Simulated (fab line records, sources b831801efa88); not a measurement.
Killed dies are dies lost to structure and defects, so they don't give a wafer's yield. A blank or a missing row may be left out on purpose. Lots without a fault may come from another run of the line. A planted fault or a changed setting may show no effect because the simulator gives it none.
Problem report in the 8D (eight disciplines) form, filled by code | flow sky130 | the parts of the form that need people (team, actions taken, sign-off) are left out

1. THE PROBLEM
RES_XHIGH_RS at SKY_SD_N_RS_MEAS_18 reads a mean of 394.4 ohm/sq on 2 wafers of 2 lots; wafers without a fault read 333.2 ohm/sq with a standard deviation of 1.1. That is +56 standard deviations from the usual mean.
The step: measures by four-point-probe.
First seen on wafer L216.2, day 33 15:55, on film_metro-02. The record holds 34 wafers of 12 lots with a number at this step. Rule for "out", or "out of limits": more than 4 standard deviations from the usual mean. The other wafers with a number count as sound.

2. WHAT IT IS AND WHAT IT IS NOT
question                    | is                           | is not
which readings at this step | RES_XHIGH_RS                 | -
which lots                  | L216, L218                   | L199, L202, L203, L204, L205, L206, L208, L214, L221, L222
which wafers of those lots  | L216.2, L218.3               | L216.6, L218.4
read on which gauges        | film_metro-02, film_metro-04 | film_metro-01
when                        | from day 33 15:55            | up to then (25 sound wafers); but 7 sound wafers of L218, L221, L222 came after

3. SUSPECTS, AND WHAT RULES EACH OUT
Counting: a tool at a process step up to the reading stays a suspect if it ran every lot that is out. Sound lots after the first of them don't rule it out here, since some wafers of a struck lot are sound.
- the gauge at SKY_SD_N_RS_MEAS_18: ruled out. The wafers that are out were read on 2 gauges (film_metro-02, film_metro-04).
- implanter-04 at SKY_RES_XHIGH_IMPLANT_07: kept. It ran every lot that is out, first L216 (day 32 12:13); its last sound lot up to then is L214 (day 31 19:37).
Left after counting: implanter-04 at SKY_RES_XHIGH_IMPLANT_07.

4. THE CAUSE (what the simulator had put in)
Process parameter drift: implanter-04, from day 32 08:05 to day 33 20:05, at SKY_RES_XHIGH_IMPLANT_07. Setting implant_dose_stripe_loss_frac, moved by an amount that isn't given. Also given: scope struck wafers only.
Counting left only this tool.

5. THE CHAIN OF EFFECTS, in route order
Each row: a reading whose mean over the struck wafers that have a number lies more than 3 standard deviations from the usual. Only readings for which the record gives a usual standard deviation are gone through. hours: the time from each lot's start at the first step in this table that gives one to its start at this step, as a median over the lots. sigmas: the change in usual standard deviations.
hours | step                | reading      | usual        | on struck wafers | change | sigmas
0     | SKY_SD_N_RS_MEAS_18 | RES_XHIGH_RS | 333.2 ohm/sq | 394.4            | +61.2  | +56

6. WHAT WOULD HAVE CAUGHT IT SOONER
In this record the first reading out of limits at a measuring or inspecting step was taken at day 33 15:55, 32 hours after the fault began at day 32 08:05.
Of the tool readings at SKY_RES_XHIGH_IMPLANT_07 for which the record gives a usual standard deviation, none was out on any struck wafer, so an alarm limit of 4 standard deviations on them would not have fired.
All the lots that are out (2) had begun SKY_RES_XHIGH_IMPLANT_07 on implanter-04 by day 33 15:55. A hold on the tool at that time would have spared none of them.
